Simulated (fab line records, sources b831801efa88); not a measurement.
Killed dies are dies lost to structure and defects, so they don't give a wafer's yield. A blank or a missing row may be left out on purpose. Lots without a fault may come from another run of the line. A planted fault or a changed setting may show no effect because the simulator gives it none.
A struck lot beside a sound one | flow sfq_line | 43 steps out of a route of 325
Sound: wafers L340.2, L340.4, L340.5. Struck: wafer L348.2. (L348.3, L348.6 of the same lot were not struck and are left out.) The cause comes at the end.
At each step with rows: each side's tool, then ch and its chambers, then its first start. Under that, the readings that differ: sound wafers | struck wafers | difference of the means | sigmas: that difference in standard deviations of wafers without a fault.
alike: readings whose means differ by less than 2 such deviations, and words and numbers that are the same on both sides. not compared: withheld readings, readings that some wafer has no value for, bounds like >300 that may hide the same value, and numbers for which the record gives no deviation and whose values overlap.
The two part at a step that has a row with sigmas, a row that says differs or no value, or rows on one side only. Numbers that don't overlap but have no deviation are shown without sigmas and don't part them. A reading that every wafer of one side lacks parts them only if that side has two wafers or more.

first, 7 steps without rows for these wafers: SFQ_TRILAYER_JJ_CE_STRIP_SOLV_CLEAN_121 (cleans in NMP, time 600 s); SFQ_TRILAYER_M5_LITHO_COAT_128 (resist thk 62 nm); SFQ_TRILAYER_M5_LITHO_COAT_123 (resist thk 600 nm); SFQ_TRILAYER_M5_LITHO_SOFTBAKE_127; SFQ_TRILAYER_M5_LITHO_EXPOSE_124 (exposes mask M5, target cd 700 nm); SFQ_TRILAYER_M5_LITHO_PEB_126 (peb time 60 s); SFQ_TRILAYER_M5_LITHO_DEVELOP_125 (time 60 s).
SFQ_M5_OVL_MEAS_932:
  sound on overlay-01, day 70 02:37; struck on overlay-01, day 74 01:23
  alike: M5_OVL
then, 1 step without rows for these wafers: SFQ_TRILAYER_M5_BARC_OPEN_METAL_ETCH_161 (etches BARC in O2, target depth 125 nm, time 41.7 s).
SFQ_TRILAYER_M5_ETCH_METAL_ETCH_126: etches Nb in Cl2/BCl3, stops on SiO2, time 203.2 s, target depth 265 nm.
  sound on rie_metal-04 ch 0,1, day 70 02:43; struck on rie_metal-01 ch 0, day 74 01:28
  alike: drypump_motor_current_A, oes_product_au
  not compared: rf_hours_counter_h
SFQ_TRILAYER_M5_STRIP_STRIP_127: strips in O2.
  sound on rie_metal-04 ch 0,1, day 70 02:54; struck on rie_metal-01 ch 0, day 74 01:40
  alike: drypump_motor_current_A, oes_product_au
  not compared: rf_hours_counter_h
then, 1 step without rows for these wafers: SFQ_TRILAYER_M5_STRIP_SOLV_CLEAN_128 (cleans in NMP, time 600 s).
SFQ_TRILAYER_A5B_DEP_PECVD_129: deposits SiO2 from SiH4/N2O, time 133.33 s, target thk 600 nm.
  sound on pecvd-01 ch 0,1,2, day 70 03:41; struck on pecvd-04 ch 1, day 74 02:37
  reading                                              | sound             | struck | difference | sigmas
  model.SiO2_of_TRILAYER_A5B_DEP_PECVD_129.thk_nm (nm) | 593.8 616.5 608.4 | 266.5  | -339.7     |
  alike: heater_power_w, throttle_valve_pct
SFQ_TRILAYER_A5B_CMP_CMP_130: polishes, stops on Nb, target thk 340.7 nm.
  sound on cmp-01 ch 1,3, day 70 06:00; struck on cmp-02 ch 1, day 74 03:43
  reading                                              | sound           | struck | difference | sigmas
  model.SiO2_of_TRILAYER_A5B_DEP_PECVD_129.thk_nm (nm) | 349 348.8 344.5 | 266.5  | -80.9      |
  alike: motor_current_A, retaining_ring_pressure_frac
SFQ_TRILAYER_A5B_METRO_MEASURE_131:
  sound on film_metro-02, day 70 08:42; struck on film_metro-01, day 74 05:55
  reading     | sound       | struck | difference | sigmas
  thk_nm (nm) | 349 349 345 | 267    | -81        | -13
SFQ_TRILAYER_R5_DEP_SPUTTER_132: material Ti, target thk 5 nm, time 5 s.
  sound on pvd_sputter-04, day 70 09:42; struck on pvd_sputter-06, day 74 06:55
  alike: throttle_valve_pct
then, 2 steps without rows for these wafers: SFQ_TRILAYER_R5_DEP_SPUTTER_133 (material MoNx, target thk 40 nm, time 66.7 s); SFQ_TRILAYER_R5_DEP_SPUTTER_134 (material Ti, target thk 5 nm, time 5 s).
SFQ_R5_RS_MEAS_933: measures by four-point-probe.
  sound on film_metro-04, day 70 09:49; struck on film_metro-03, day 74 07:01
  alike: R5_MONX_RS
SFQ_R5_THK_MEAS_934: measures by xrf.
  sound on film_metro-04, day 70 09:56; struck on film_metro-03, day 74 07:08
  alike: R5_MONX_THK
then, 6 steps without rows for these wafers: SFQ_TRILAYER_R5_LITHO_COAT_141 (resist thk 62 nm); SFQ_TRILAYER_R5_LITHO_COAT_136 (resist thk 600 nm); SFQ_TRILAYER_R5_LITHO_SOFTBAKE_140; SFQ_TRILAYER_R5_LITHO_EXPOSE_137 (exposes mask R5, target cd 500 nm); SFQ_TRILAYER_R5_LITHO_PEB_139 (peb time 60 s); SFQ_TRILAYER_R5_LITHO_DEVELOP_138 (time 60 s).
SFQ_R5_OVL_MEAS_935:
  sound on overlay-02, day 70 12:26; struck on overlay-02, day 74 18:40
  alike: R5_OVL
then, 1 step without rows for these wafers: SFQ_TRILAYER_R5_BARC_OPEN_METAL_ETCH_177 (etches BARC in O2, target depth 125 nm, time 41.7 s).
SFQ_TRILAYER_R5_ETCH_METAL_ETCH_139: etches the open film in Cl2, stops on SiO2, target depth 60 nm, time 40 s.
  sound on rie_metal-03 ch 0,1, day 70 12:31; struck on rie_metal-03 ch 0, day 74 18:45
  alike: drypump_motor_current_A, oes_product_au
  not compared: rf_hours_counter_h
then, 9 steps without rows for these wafers: SFQ_TRILAYER_R5_STRIP_STRIP_140 (strips in O2); SFQ_TRILAYER_R5_STRIP_SOLV_CLEAN_141 (cleans in NMP, time 600 s); SFQ_TRILAYER_A5C_DEP_PECVD_142 (deposits SiO2 from SiH4/N2O, time 15.556 s, target thk 70 nm); SFQ_TRILAYER_I5_LITHO_COAT_149 (resist thk 62 nm); SFQ_TRILAYER_I5_LITHO_COAT_144 (resist thk 650 nm); SFQ_TRILAYER_I5_LITHO_SOFTBAKE_148; SFQ_TRILAYER_I5_LITHO_EXPOSE_145 (exposes mask I5, target cd 700 nm); SFQ_TRILAYER_I5_LITHO_PEB_147 (peb time 60 s); SFQ_TRILAYER_I5_LITHO_DEVELOP_146 (time 60 s).
-- the record jumps here: 4 days lie between the struck wafers' starts before and after --
SFQ_I5_OVL_MEAS_936:
  sound on overlay-01, day 70 15:49; struck on overlay-02, day 78 08:33
  alike: I5_OVL
then, 2 steps without rows for these wafers: SFQ_TRILAYER_I5_BARC_OPEN_VIA_ETCH_200 (etches BARC in O2, target depth 125 nm, time 41.7 s); SFQ_TRILAYER_I5_ETCH_VIA_ETCH_147 (etches the open film in CHF3, stops on Nb, target depth 360 nm).
SFQ_TRILAYER_I5_STRIP_STRIP_148: strips in O2.
  sound on rie_metal-01 ch 0,1, day 70 16:02; struck on rie_metal-01 ch 1, day 78 08:46
  alike: drypump_motor_current_A, oes_product_au
  not compared: rf_hours_counter_h
-- the record jumps here: 12 days lie between the struck wafers' starts before and after --
SFQ_M8_BOW_MEAS_951:
  sound on film_metro-04, day 80 01:35; struck on film_metro-02, day 90 15:26
  reading                 | sound             | struck | difference | sigmas
  model.etest.i5.link_ohm | 2.247 2.232 2.254 | 2.276  | +0.032     |
  alike: M8_BOW

WHERE THEY PART
Only at SFQ_TRILAYER_A5B_METRO_MEASURE_131, within this record. Later steps at which nothing parts them and some readings are alike: SFQ_TRILAYER_R5_DEP_SPUTTER_132, SFQ_R5_RS_MEAS_933, SFQ_R5_THK_MEAS_934, SFQ_R5_OVL_MEAS_935, SFQ_TRILAYER_R5_ETCH_METAL_ETCH_139, SFQ_I5_OVL_MEAS_936, SFQ_TRILAYER_I5_STRIP_STRIP_148, SFQ_M8_BOW_MEAS_951.

WHY: what the simulator had put in
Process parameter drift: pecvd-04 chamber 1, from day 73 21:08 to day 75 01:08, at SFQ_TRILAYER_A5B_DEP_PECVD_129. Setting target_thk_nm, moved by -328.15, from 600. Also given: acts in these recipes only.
